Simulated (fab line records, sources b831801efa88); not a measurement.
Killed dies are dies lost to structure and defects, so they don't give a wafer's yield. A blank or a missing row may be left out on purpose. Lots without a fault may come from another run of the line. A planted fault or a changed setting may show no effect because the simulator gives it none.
fab line records | flow sky130
record lots=5 wafers=15 last_day=50
route steps=708 shown SD_P@324 RES_XHIGH@332 SD_N@342 PAD_OPEN@708
lots that met no fault: from a run of the same line without faults
start_h: hours from the record's first day to the start of the lot's first wafer shown | wait_h: hours since the lot's step before | " the same as in the row above | L1.1+2: a row that stands for several wafers | - no value, or no start given | * or withheld: withheld | < > ~ a bound
route shown NAME@n: a module of which the file shows steps, and the number in the route of the first | usual: mean/standard deviation of fault-free wafers | same: alike in all rows | chamber/n: place in a boat | sites: the reading at each site | _std_site: their standard deviation | _edge_site: outer sites' mean less inner sites' | radius_mm: how far each site lies from the wafer's centre | mask NAME#n: copy n | behind: the tool/chamber that last shaped the wafer | hold: why the lot was held/for how many hours/how that ended | device: the transistor (n, p or np) that didn't switch | end of line: the same wafers' tests at the end of the route | a step without rows: its recipe alone | killed: dies lost to structure and defects at the first sort, not the wafer's yield | map: a wafer's dies, x killed, . not, _ none there
set.NAME: the setting as run; set.NAME@STEP: as run at that earlier step | model.NAME: the simulator's own value behind a step, which no gauge read
lots at some steps of the route; a table a step, a row a wafer
services: from which hour (start_h, from the record's first day; less than 0 if before it) a tool's chamber was out of use, for how many hours, and why
## steps
# step SKY_SD_P_EXPOSE_04
# recipe mask_id=PSDM na=0.6 source_shape=conventional sigma_outer=0.6 polarization=unpolarized target_cd_nm=380 dose_mj=138
# step SKY_SD_P_PEB_05
# recipe temp_c=withheld time_s=* resist=NOVOLAK
# step SKY_SD_P_DEVELOP_06
# recipe resist=NOVOLAK developer=TMAH develop_time_s=60 dev_temp_c=23
# step SKY_SD_P_CD_MEAS_07
# recipe target_cd_nm=380
# usual cd_nm=380.6/2.3
# columns lot.wafer tool chamber start_h wait_h cd_nm
L349.2 cd_sem-01 - 601.37 0.1 380.0
L349.4 " - " " 380.9
L349.5 " - " " 378.3
L360.3 cd_sem-02 - 684.65 0.1 383.7
L360.4 " - " " 382.3
L360.5 " - " " 381.6
L363.2 cd_sem-01 - 721.62 0.1 381.0
L363.4 " - " " 382.7
L363.5 " - " " 381.7
L366.2 cd_sem-01 - 740.00 0.1 379.5
L366.3 " - " " 377.8
L366.5 " - " " 380.3
L371.1 cd_sem-02 - 785.31 0.1 381.2
L371.4 " - " " 381.5
L371.6 " - " " 379.2
# step SKY_SD_P_OVL_MEAS_08
# usual SD_P_OVL=-0.3/1.5
# columns lot.wafer tool chamber start_h wait_h SD_P_OVL[nm]
L349.2 overlay-02 - 601.48 0.1 1.7
L349.4 " - " " 1.2
L349.5 " - " " 1.6
L360.3 overlay-02 - 684.74 0.1 0.8
L360.4 " - " " 0.7
L360.5 " - " " 1.3
L363.2 overlay-02 - 721.73 0.1 0.3
L363.4 " - " " 0.9
L363.5 " - " " 1.4
L366.2 overlay-02 - 740.10 0.1 1.5
L366.3 " - " " 2.2
L366.5 " - " " 2.0
L371.1 overlay-02 - 785.43 0.1 -1.9
L371.4 " - " " 0.1
L371.6 " - " " 0.2
# step SKY_SD_P_IMPLANT_09
# recipe species=BF2 energy_kev=20 dose_cm2=3e+15 tilt_deg=0
# step SKY_SD_P_STRIP_10
# recipe chemistry=O2/N2 power_w=1400 pressure_mtorr=1500 platen_temp_c=withheld o2_flow_sccm=3000 n2_flow_sccm=300 overash_fraction=0.5
# usual chamber_pressure_mTorr=1500.2/1.3 drypump_motor_current_A=5.74/0.29 o2_flow_sccm=3001/8.6 oes_product_au=0.618/0.0043 strip_time_to_endpoint_s=17.48/0.047
# columns lot.wafer tool chamber start_h wait_h chamber_pressure_mTorr drypump_motor_current_A o2_flow_sccm oes_product_au rf_hours_counter_h strip_time_to_endpoint_s
L349.2 plasma_asher-03 0 601.66 0.1 1500.6 6.07 3000 0.620 18 17.49
L349.4 " 0 " " 1498.0 6.06 2997 0.612 - 17.47
L349.5 " 1 " " 1500.9 5.69 3024 0.615 - 17.49
L360.3 plasma_asher-01 1 684.95 0.1 1502.0 5.30 2997 0.620 - 17.40
L360.4 " 0 " " 1500.3 5.76 2991 0.622 - 17.43
L360.5 " 1 " " 1499.4 5.29 3000 0.611 - 17.43
L363.2 plasma_asher-03 1 721.91 0.1 1498.7 5.74 2992 0.621 30 17.52
L363.4 " 0 " " 1500.0 6.08 2997 0.617 - 17.51
L363.5 " 0 " " 1498.3 6.05 2985 0.616 - 17.46
L366.2 plasma_asher-02 1 740.28 0.1 1501.1 5.48 2994 0.612 88 17.48
L366.3 " 0 " " 1499.6 6.12 3013 0.621 - 17.52
L366.5 " 0 " " 1502.1 6.11 3009 0.621 - 17.53
L371.1 plasma_asher-01 0 785.62 0.1 1501.1 5.77 3003 0.616 68 17.49
L371.4 " 1 " " 1500.1 5.32 3003 0.622 - 17.49
L371.6 " 0 " " 1501.6 5.75 3010 0.621 - 17.50
# step SKY_SD_P_TW_MEAS_11
# usual SD_P_TW=2865/26
# columns lot.wafer tool chamber start_h wait_h SD_P_TW
L349.2 film_metro-04 - 601.77 0.1 2826
L349.4 " - " " 2825
L349.5 " - " " 2806
L360.3 film_metro-02 - 685.04 0.1 2850
L360.4 " - " " 2846
L360.5 " - " " 2850
L363.2 film_metro-01 - 722.02 0.1 2880
L363.4 " - " " 2899
L363.5 " - " " 2893
L366.2 film_metro-04 - 740.39 0.1 2825
L366.3 " - " " 2831
L366.5 " - " " 2832
L371.1 film_metro-02 - 785.72 0.1 2852
L371.4 " - " " 2840
L371.6 " - " " 2840
# step SKY_RES_XHIGH_DEHYDRATE_00
# recipe temp_c=200 time_s=60
# step SKY_RES_XHIGH_HMDS_01
# recipe prime_time_s=60 prime_temp_c=120
# step SKY_RES_XHIGH_COAT_02
# recipe resist=NOVOLAK spin_rpm=3000 resist_thk_nm=1140
# step SKY_RES_XHIGH_SOFTBAKE_03
# recipe temp_c=90 time_s=60 resist=NOVOLAK
# step SKY_RES_XHIGH_EXPOSE_04
# recipe mask_id=URPM na=0.6 source_shape=conventional sigma_outer=0.6 polarization=unpolarized target_cd_nm=1270 dose_mj=140
# columns lot.wafer tool chamber start_h wait_h mask
L349.2+4+5 iline_stepper-01 0 616.02 - URPM#0
L360.3+4+5 iline_stepper-02 0 699.89 - URPM#0
L363.2+4+5 iline_stepper-02 0 735.40 - NSDM#0
L366.2+3+5 iline_stepper-02 0 754.31 - URPM#0
L371.1+4+6 iline_stepper-01 0 798.53 - URPM#0
# step SKY_RES_XHIGH_PEB_05
# recipe temp_c=withheld time_s=* resist=NOVOLAK
# step SKY_RES_XHIGH_DEVELOP_06
# recipe resist=NOVOLAK developer=TMAH develop_time_s=60 dev_temp_c=23
# step SKY_RES_XHIGH_IMPLANT_07
# recipe species=BF2 energy_kev=20 dose_cm2=3.6e+14 tilt_deg=0
# step SKY_RES_XHIGH_STRIP_08
# recipe chemistry=O2/N2 power_w=1400 pressure_mtorr=1500 platen_temp_c=withheld o2_flow_sccm=3000 n2_flow_sccm=300 overash_fraction=0.5
# usual chamber_pressure_mTorr=1499.9/1.3 drypump_motor_current_A=5.7/0.3 o2_flow_sccm=2999/9.2 oes_product_au=0.710/0.0043 strip_time_to_endpoint_s=14.27/0.038
# columns lot.wafer tool chamber start_h wait_h chamber_pressure_mTorr drypump_motor_current_A o2_flow_sccm oes_product_au rf_hours_counter_h strip_time_to_endpoint_s
L349.2 plasma_asher-01 0 630.60 0.1 1499.7 5.8 2994 0.712 52 14.26
L349.4 " 1 " " 1500.4 5.3 2997 0.703 - 14.28
L349.5 " 1 " " 1499.3 5.3 2996 0.717 - 14.28
L360.3 plasma_asher-04 1 713.10 0.1 1501.5 5.9 3017 0.705 - 14.24
L360.4 " 0 " " 1500.4 5.5 3013 0.707 - 14.25
L360.5 " 0 " " 1501.6 5.6 3010 0.714 - 14.18
L363.2 plasma_asher-02 1 749.01 0.1 1500.1 5.5 2998 0.709 89 14.28
L363.4 " 1 " " 1497.4 5.5 3001 0.710 - 14.28
L363.5 " 0 " " 1500.0 6.1 2996 0.710 - 14.25
L366.2 plasma_asher-01 0 767.26 0.1 1500.9 5.7 2999 0.709 66 14.25
L366.3 " 1 " " 1502.2 5.3 3001 0.715 - 14.31
L366.5 " 0 " " 1498.7 5.7 3003 0.706 - 14.27
L371.1 plasma_asher-04 0 811.95 0.1 1501.3 5.5 2999 0.706 7 14.32
L371.4 " 0 " " 1500.7 5.5 2989 0.711 - 14.27
L371.6 " 1 " " 1500.1 5.9 2991 0.705 - 14.32
# step SKY_RES_XHIGH_TW_MEAS_09
# usual RES_XHIGH_TW=1657/16
# columns lot.wafer tool chamber start_h wait_h RES_XHIGH_TW
L349.2 film_metro-01 - 630.71 0.1 1681
L349.4 " - " " 1676
L349.5 " - " " 1684
L360.3 film_metro-04 - 713.18 0.1 1643
L360.4 " - " " 1650
L360.5 " - " " 1642
L363.2 film_metro-02 - 749.12 0.1 30
L363.4 " - " " 30
L363.5 " - " " 31
L366.2 film_metro-01 - 767.37 0.1 1673
L366.3 " - " " 1682
L366.5 " - " " 1679
L371.1 film_metro-02 - 812.05 0.1 1638
L371.4 " - " " 1637
L371.6 " - " " 1644
# step SKY_SD_N_DEHYDRATE_00
# recipe temp_c=200 time_s=60
# step SKY_PAD_OPEN_PROBE_99
# usual killed_at_M0_to_M3=42/6.6 killed_at_M4_up=3.1/1.9 killed_at_contacts=24/5.6 killed_at_front_end=15/4.8 killed_at_other=0.3/0.48 killed_dies=84/10 killed_on_rim=16/3.9 killed_open=47/6.8 killed_short=37/6.8
# same gross_dies=492 killed_at_back_side=0
# columns lot.wafer tool chamber start_h wait_h killed_at_M0_to_M3 killed_at_M4_up killed_at_contacts killed_at_front_end killed_at_other killed_dies killed_on_rim killed_open killed_short model.etest.res_ndiff.line_ohm_um model.etest.nfet_g5v0d10v5.r_on_ohm_um model.etest.sonos_uncharged.r_on_ohm_um model.etest.nfet_01v8.r_on_ohm_um model.etest.licon_ndiff.rc_ohm model.etest.res_ndiff.rs_ohm_sq model.etest.nfet_01v8_lvt.drive_ua_um model.etest.res_ndiff_hv.rs_ohm_sq
L349.2 prober-02 - 1083.05 0.1 50 1 20 8 1 80 21 51 29 793.8 1873 830.9 824.6 188.2 119.4 577.5 114.2
L349.4 prober-02 - 1083.15 0.2 31 1 35 15 0 82 14 55 27 786 1892 833.4 848.8 183.3 120.2 560.7 113.1
L349.5 prober-02 - 1083.20 0.2 38 1 26 13 1 79 10 43 36 776.8 1871 824.9 829.4 176.8 120.7 574.6 114.6
L360.3 prober-01 - 1145.28 0.2 49 6 23 8 0 86 20 43 43 763.5 1886 820.6 820.4 176.8 119.5 579.9 113.3
L360.4 prober-01 - 1145.33 0.2 49 3 30 23 0 105 19 55 50 744.5 1908 805.7 812.5 187.7 119 595.9 112.6
L360.5 prober-01 - 1145.38 0.2 42 1 11 15 0 69 10 43 26 737.5 1889 820.7 828.9 174 118 575.3 111.5
L363.2 prober-02 - 1168.17 0.1 49 4 22 6 411 492 96 42 39 942.7 2001 878.5 887 213.3 150.2 541.3 136.2
L363.4 prober-02 - 1168.27 0.2 37 3 15 18 419 492 96 43 30 945.3 1959 874.8 863.5 209 151.5 556 135.9
L363.5 prober-02 - 1168.32 0.2 50 4 23 17 398 492 96 56 39 935.1 1990 877.5 889.7 211 150.5 546.3 137.2
L366.2 prober-01 - 1180.78 0.1 44 1 34 16 1 96 23 58 38 766.7 1880 799.5 831.4 173 118.6 577.5 112.4
L366.3 prober-01 - 1180.83 0.2 35 4 32 21 1 93 15 56 37 738.8 1880 788.7 861.4 186 118.3 553.7 112.8
L366.5 prober-01 - 1180.93 0.2 53 4 31 21 1 110 24 56 54 743.2 1918 803.8 856.2 183.3 119.3 558.5 113.4
L371.1 prober-02 - 1203.38 0.1 44 1 18 11 0 74 15 43 29 735 1853 792.4 831.5 178.1 119 571.9 112.3
L371.4 prober-02 - 1203.53 0.2 42 2 21 14 0 79 10 37 42 758.4 1892 805.5 847.6 180.2 120 563.2 113.7
L371.6 prober-02 - 1203.63 0.2 44 3 27 9 0 83 18 47 36 745.1 1893 815.9 847.7 181.8 118.5 557.9 112.5
# killed by level:class
L349.2 VIA3:geometric_particle:open=12 VIA1:geometric_particle:open=9 CONTACT:geometric_particle:open=9 METAL2:geometric_particle:short=7 VIA2:geometric_particle:open=7 VIA1:geometric_particle:short=5 METAL3:geometric_particle:short=5 LI_CONTACT:geometric_particle:open=4
L349.4 CONTACT:geometric_particle:open=16 VIA1:geometric_particle:open=8 LI_CONTACT:geometric_particle:open=7 VIA3:geometric_particle:open=7 LOCAL_INTERCONNECT:geometric_particle:short=6 FIELD_ISO:geometric_particle:open=5 VIA3:geometric_particle:short=4 POLY_GATE:geometric_particle:open=3
L349.5 VIA1:geometric_particle:open=9 LOCAL_INTERCONNECT:geometric_particle:short=9 LI_CONTACT:geometric_particle:open=8 VIA3:geometric_particle:open=8 CONTACT:geometric_particle:open=6 METAL2:geometric_particle:short=5 POLY_GATE:geometric_particle:short=4 VIA2:geometric_particle:open=4
L360.3 VIA2:geometric_particle:open=9 VIA3:geometric_particle:open=9 CONTACT:geometric_particle:open=7 VIA1:geometric_particle:open=6 CONTACT:geometric_particle:short=6 METAL1:geometric_particle:short=5 METAL4:geometric_particle:short=5 LOCAL_INTERCONNECT:geometric_particle:short=4
L360.4 VIA1:geometric_particle:open=11 VIA1:geometric_particle:short=10 LI_CONTACT:geometric_particle:open=9 METAL1:geometric_particle:short=9 POLY_GATE:geometric_particle:open=7 CONTACT:geometric_particle:open=7 FIELD_ISO:geometric_particle:short=6 VIA3:geometric_particle:open=6
L360.5 VIA1:geometric_particle:open=9 VIA2:geometric_particle:open=8 FIELD_ISO:geometric_particle:open=5 CONTACT:geometric_particle:open=5 VIA1:geometric_particle:short=5 METAL2:geometric_particle:short=5 VIA3:geometric_particle:open=5 LI_CONTACT:geometric_particle:open=4
L363.2 RES_XHIGH:area_expose=411 CONTACT:geometric_particle:open=11 VIA1:geometric_particle:open=10 VIA1:geometric_particle:short=8 METAL2:geometric_particle:short=6 VIA2:geometric_particle:open=6 VIA3:geometric_particle:short=6 CONTACT:geometric_particle:short=5
L363.4 RES_XHIGH:area_expose=419 VIA1:geometric_particle:open=12 FIELD_ISO:geometric_particle:short=5 METAL2:geometric_particle:short=5 VIA3:geometric_particle:open=5 LI_CONTACT:geometric_particle:open=4 CONTACT:geometric_particle:open=4 VIA2:geometric_particle:open=4
L363.5 RES_XHIGH:area_expose=397 VIA1:geometric_particle:open=13 VIA3:geometric_particle:open=13 LI_CONTACT:geometric_particle:open=8 CONTACT:geometric_particle:open=5 VIA1:geometric_particle:short=5 VIA3:geometric_particle:short=5 FIELD_ISO:geometric_particle:short=4
L366.2 LI_CONTACT:geometric_particle:open=13 CONTACT:geometric_particle:open=10 VIA3:geometric_particle:open=10 VIA2:geometric_particle:open=7 VIA1:geometric_particle:open=7 FIELD_ISO:geometric_particle:open=6 VIA1:geometric_particle:short=6 CONTACT:geometric_particle:short=5
L366.3 LI_CONTACT:geometric_particle:open=12 CONTACT:geometric_particle:open=12 VIA1:geometric_particle:open=7 VIA1:geometric_particle:short=7 POLY_GATE:geometric_particle:open=6 VIA3:geometric_particle:open=6 FIELD_ISO:geometric_particle:open=4 LOCAL_INTERCONNECT:geometric_particle:short=4
L366.5 VIA2:geometric_particle:open=12 VIA3:geometric_particle:open=11 LOCAL_INTERCONNECT:geometric_particle:short=9 LI_CONTACT:geometric_particle:open=7 FIELD_ISO:geometric_particle:short=6 CONTACT:geometric_particle:open=6 VIA1:geometric_particle:short=6 POLY_GATE:geometric_particle:open=5
L371.1 VIA1:geometric_particle:open=13 VIA3:geometric_particle:open=7 METAL2:geometric_particle:short=6 METAL1:geometric_particle:short=6 CONTACT:geometric_particle:open=5 CONTACT:geometric_particle:short=5 VIA2:geometric_particle:open=5 SPACER:geometric_particle:open=4
L371.4 METAL1:geometric_particle:short=9 POLY_GATE:geometric_particle:open=7 CONTACT:geometric_particle:open=7 CONTACT:geometric_particle:short=7 VIA3:geometric_particle:open=6 METAL1:geometric_particle:open=4 VIA1:geometric_particle:open=4 VIA1:geometric_particle:short=4
L371.6 LI_CONTACT:geometric_particle:open=10 VIA1:geometric_particle:open=10 METAL2:geometric_particle:short=8 CONTACT:geometric_particle:open=8 METAL1:geometric_particle:short=7 VIA3:geometric_particle:open=6 VIA1:geometric_particle:short=5 VIA2:geometric_particle:open=5
# map L363.2 (x killed, . not)
__________xxxxxxxxxx_________
________xxxxxxxxxxxxxx_______
______xxxxxxxxxxxxxxxxxx_____
_____xxxxxxxxxxxxxxxxxxxx____
____xxxxxxxxxxxxxxxxxxxxxx___
___xxxxxxxxxxxxxxxxxxxxxxxx__
__xxxxxxxxxxxxxxxxxxxxxxxxxx_
_xxxxxxxxxxxxxxxxxxxxxxxxxxxx
_xxxxxxxxxxxxxxxxxxxxxxxxxxxx
_xxxxxxxxxxxxxxxxxxxxxxxxxxxx
_xxxxxxxxxxxxxxxxxxxxxxxxxxxx
_xxxxxxxxxxxxxxxxxxxxxxxxxxxx
_xxxxxxxxxxxxxxxxxxxxxxxxxxxx
_xxxxxxxxxxxxxxxxxxxxxxxxxxxx
_xxxxxxxxxxxxxxxxxxxxxxxxxxxx
__xxxxxxxxxxxxxxxxxxxxxxxxxx_
___xxxxxxxxxxxxxxxxxxxxxxxx__
____xxxxxxxxxxxxxxxxxxxxxx___
_____xxxxxxxxxxxxxxxxxxxx____
______xxxxxxxxxxxxxxxxxx_____
________xxxxxxxxxxxxxx_______
__________xxxxxxxxxx_________
# map L360.4 (x killed, . not)
__________.........._________
________.x......x....._______
______x.........x..x...x_____
_____..x..x.x.x.....x..xx____
____x......x...x..x....x..___
___..x......x..x..x....x..x__
__x..x............x..x......_
_........x.....x...........xx
_......xxxxx.x.............x.
_.........x....xx.......x.xxx
_..x.....x...x....x......x...
_.....x.......x....x.....xx..
_.x.......xx..x.x..x.x......x
_x.x..x...xxx.x........x.....
_.x.x..x...........x..x.x....
__.x.x.xxx....x.x.x........x_
___.........x..........xx..__
____..x.x...x....x.xx.....___
_____.........x....x.x...____
______..x....x.x......x._____
________......x......._______
__________....x....._________
## services
# columns tool chamber start_h hours kind
plasma_asher-01 - 640.54 2.8 pm
plasma_asher-02 - 646.47 9.9 repair
plasma_asher-02 - 661.93 15.6 pm
iline_stepper-02 - 676.04 1.7 pm
iline_stepper-01 - 677.04 25.5 repair
iline_stepper-02 - 713.90 9.7 repair
plasma_asher-03 - 715.15 0.7 repair
iline_stepper-02 - 723.62 4.4 pm
iline_stepper-01 - 732.17 2.1 pm
plasma_asher-04 - 733.75 9.0 pm
plasma_asher-04 0 733.75 9.0 vent_cycle
plasma_asher-04 1 733.75 9.0 vent_cycle
iline_stepper-01 - 734.25 - consumable_replace:lamp
plasma_asher-01 - 742.18 4.1 repair
plasma_asher-04 0 742.75 - clean
plasma_asher-04 1 742.75 - clean
iline_stepper-02 - 756.70 4.8 repair
plasma_asher-04 - 760.96 0.4 repair
iline_stepper-01 - 778.61 1.7 pm
plasma_asher-01 - 791.68 1.6 repair
## key
first_sign step=SKY_RES_XHIGH_EXPOSE_04 reading=mask direction=changed
effect step=SKY_RES_XHIGH_TW_MEAS_09 reading=RES_XHIGH_TW direction=down sigmas=99+ usual=1657 struck=30
effect step=SKY_PAD_OPEN_PROBE_99 reading=killed_at_other direction=up sigmas=99+ usual=0.3 struck=409.3
model_effect step=SKY_PAD_OPEN_PROBE_99 value=etest.res_ndiff.line_ohm_um without=751 struck=941.1
more_kills_born_at SKY_RES_XHIGH_EXPOSE_04@iline_stepper-02=1227
met_at SKY_RES_XHIGH_EXPOSE_04
struck_wafers L363.2,L363.4,L363.5
tester_left_out L363
onset_between 699.89 735.40
fault kind=wrong_mask tool=any chamber=- onset_h=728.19 steps=SKY_RES_XHIGH_EXPOSE_04 aux_copy=NSDM#0 scope=struck_lots_only
# tester_left_out: of these lots the tester's yield and bins aren't shown, on N5 and GAA mostly nor the transistor test; their killed dies are dies lost to structure and defects alone, not to doping, threshold or leakage, so they don't give the yield
